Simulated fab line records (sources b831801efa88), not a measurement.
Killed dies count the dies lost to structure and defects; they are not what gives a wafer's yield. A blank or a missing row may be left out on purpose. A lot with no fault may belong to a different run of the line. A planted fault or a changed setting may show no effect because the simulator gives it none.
What tool caused it? | flow gf180mcu | 12 lots with 36 wafers sampled at 6 steps, on a route of 602 steps

== WHAT THE GAUGES READ, wafer by wafer ==
GF_VT_IMPLANT_OVL_MEAS_07.
lot  | measured     | on         | VT_IMPLANT_OVL (nm)
L920 | day 5 22:19  | overlay-02 | 2.0 -1.0 0.2
L921 | day 6 03:39  | overlay-02 | 1.3 1.3 -1.0
L924 | day 6 21:29  | overlay-01 | -1.4 -2.4 -1.4
L926 | day 7 09:27  | overlay-01 | -1.5 -1.3 -1.5
L928 | day 7 23:41  | overlay-02 | 1.4 1.8 0.8
L934 | day 9 11:17  | overlay-01 | - - -
L936 | day 9 21:02  | overlay-02 | 0.3 1.3 -0.7
L937 | day 10 04:23 | overlay-01 | -1.8 -0.8 -1.5
L939 | day 10 18:11 | overlay-01 | 0.0 -0.1 0.8
L940 | day 10 23:29 | overlay-01 | -0.2 -1.6 -1.6
L941 | day 11 06:53 | overlay-01 | -1.6 0.9 -0.9
L942 | day 11 13:17 | overlay-02 | 1.3 1.4 1.3

GF_VT_IMPLANT_TW_MEAS_10.
lot  | measured     | on           | VT_IMPLANT_TW
L920 | day 5 22:37  | filmMetro-01 | 579 584 582
L921 | day 6 03:56  | filmMetro-01 | 578 577 577
L924 | day 6 21:46  | filmMetro-03 | 565 561 565
L926 | day 7 09:44  | filmMetro-04 | 563 564 565
L928 | day 7 23:58  | filmMetro-04 | 562 563 559
L934 | day 9 11:34  | filmMetro-04 | 30 30 30 30 30 30
L936 | day 9 21:20  | filmMetro-04 | 561 562 562
L937 | day 10 04:41 | filmMetro-04 | 556 560 555
L939 | day 10 18:28 | filmMetro-01 | 582 578 582
L940 | day 10 23:46 | filmMetro-01 | 580 581 579
L941 | day 11 07:10 | filmMetro-01 | 583 578 578
L942 | day 11 13:34 | filmMetro-04 | 554 553 552

GF_CONTACT_THK_MEAS_03.
lot  | measured     | on           | CONTACT_CVD_02_THK (nm)
L920 | day 15 12:55 | filmMetro-02 | 850 874 878
L921 | day 15 20:20 | filmMetro-02 | 861 874 863
L924 | day 16 20:51 | filmMetro-03 | 853 862 879
L926 | day 17 13:35 | filmMetro-04 | 851 860 872
L928 | day 18 09:05 | filmMetro-03 | 857 861 875
L936 | day 21 03:53 | filmMetro-04 | 854 860 861
L937 | day 21 15:01 | filmMetro-04 | 864 885 875
L939 | day 22 03:16 | filmMetro-04 | 851 866 867
L940 | day 22 11:19 | filmMetro-04 | 842 845 850
L941 | day 22 20:12 | filmMetro-04 | 844 863 858
L942 | day 23 14:56 | filmMetro-04 | 868 852 856

== WHAT TOOL EACH LOT RAN ON (gives the tool, then ch and the chambers of the sampled wafers, and finally the start) ==
lot  | GF_VT_IMPLANT_EXPOSE_04            | GF_SAB_ETCH_11                    | GF_SALICIDE_SPUTTER_02
L920 | ilineStepper-01 ch 0, day 5 15:31  | rieDiel-01 ch 0,2,3, day 15 11:50 | pvdSputter-04, day 15 12:12
L921 | ilineStepper-01 ch 0, day 5 21:00  | rieDiel-04 ch 0,1,2, day 15 19:17 | pvdSputter-02, day 15 19:38
L924 | ilineStepper-01 ch 0, day 6 14:24  | rieDiel-01 ch 0,1,2, day 16 19:47 | pvdSputter-04, day 16 20:08
L926 | ilineStepper-01 ch 0, day 7 01:45  | rieDiel-01 ch 0,2,3, day 17 12:29 | pvdSputter-03, day 17 12:50
L928 | ilineStepper-02 ch 0, day 7 16:11  | rieDiel-01 ch 2,3, day 18 07:50   | pvdSputter-03, day 18 08:22
L934 | ilineStepper-02 ch 0, day 9 03:15  | -                                 | -
L936 | ilineStepper-01 ch 0, day 9 13:48  | rieDiel-04 ch 2,3, day 21 02:41   | pvdSputter-03, day 21 03:05
L937 | ilineStepper-02 ch 0, day 9 19:47  | rieDiel-01 ch 0,1,2, day 21 13:56 | pvdSputter-03, day 21 14:19
L939 | ilineStepper-02 ch 0, day 10 09:54 | rieDiel-04 ch 0,1, day 22 02:11   | pvdSputter-02, day 22 02:34
L940 | ilineStepper-01 ch 0, day 10 14:18 | rieDiel-04 ch 0,1,2, day 22 10:17 | pvdSputter-03, day 22 10:37
L941 | ilineStepper-02 ch 0, day 10 22:01 | rieDiel-01 ch 1,2, day 22 19:08   | pvdSputter-03, day 22 19:29
L942 | ilineStepper-01 ch 0, day 11 04:22 | rieDiel-02 ch 0,2,3, day 23 13:53 | pvdSputter-03, day 23 14:14
- GF_VT_IMPLANT_EXPOSE_04: exposes mask LVPWELL LV AREA, target cd 600 nm.
- GF_SAB_ETCH_11: etches SiO2 in C4F8/O2/Ar, target depth 55 nm, time 8.5 s.
- GF_SALICIDE_SPUTTER_02: material Co, target thk 10 nm, time 20 s.

== AS READ BY THE TOOLS THEMSELVES (means over the sampled wafers that have a number; for cases with no such wafer, the mark the record gives instead) ==
GF_SAB_ETCH_11.
lot  | tool       | oesProductAu (a.u.)
L920 | rieDiel-01 | 1.012
L921 | rieDiel-04 | 1.010
L924 | rieDiel-01 | 0.992
L926 | rieDiel-01 | 0.997
L928 | rieDiel-01 | 1.013
L936 | rieDiel-04 | 0.983
L937 | rieDiel-01 | 1.003
L939 | rieDiel-04 | 1.012
L940 | rieDiel-04 | 1.002
L941 | rieDiel-01 | 1.001
L942 | rieDiel-02 | 0.992

GF_SALICIDE_SPUTTER_02.
lot  | tool          | cathodeDcPowerW (W) | throttleValvePct (%)
L920 | pvdSputter-04 | 1000.0              | 31.4
L921 | pvdSputter-02 | 999.8               | 29.9
L924 | pvdSputter-04 | 1000.3              | 30.6
L926 | pvdSputter-03 | 1000.1              | 30.6
L928 | pvdSputter-03 | 1000.0              | 30.5
L936 | pvdSputter-03 | 1000.0              | 31.3
L937 | pvdSputter-03 | 1000.0              | 29.8
L939 | pvdSputter-02 | 999.9               | 28.9
L940 | pvdSputter-03 | 1000.1              | 29.9
L941 | pvdSputter-03 | 1000.1              | 30.3
L942 | pvdSputter-03 | 999.9               | 30.5

== THE ANSWER, worked out from the rows above alone ==
Rule: the lots themselves supply what counts as usual. Put in order of their means at a reading, lots are off if they are a third of the lots or fewer, leave a main group of 4 or more, and stand apart from it by a gap of 3 or more times the standard deviation of the main group's means; of several such gaps the widest counts. The tables above print the reading to a certain number of digits; a main group whose means all agree to those digits is not used. Also off: a lot with no number at a reading for which 4 or more lots have one. All remaining lots with rows at the step are treated as sound. Order of review: gauges by route order, followed by the tools' own readings, for which a lot's mean as printed above is used. At the first step where some lot is off, the reading lying furthest off is the one used; lots without a number count as furthest.
Off: L934, seen at GF_VT_IMPLANT_OVL_MEAS_07 (VT_IMPLANT_OVL). Without a number there: L934. The main group: mean -0.2 nm, standard deviation 1.1.
A tool fits if, at a process step before that reading, it ran every lot that is off, and no sound lot after the first of them. Not tried: the gauges at GF_VT_IMPLANT_OVL_MEAS_07; whatever is off there is also off at GF_VT_IMPLANT_TW_MEAS_10, on other tools, and gauge error can't account for it. No candidate that was tried fits.

== WHAT THE SIMULATOR HAD PUT IN ==
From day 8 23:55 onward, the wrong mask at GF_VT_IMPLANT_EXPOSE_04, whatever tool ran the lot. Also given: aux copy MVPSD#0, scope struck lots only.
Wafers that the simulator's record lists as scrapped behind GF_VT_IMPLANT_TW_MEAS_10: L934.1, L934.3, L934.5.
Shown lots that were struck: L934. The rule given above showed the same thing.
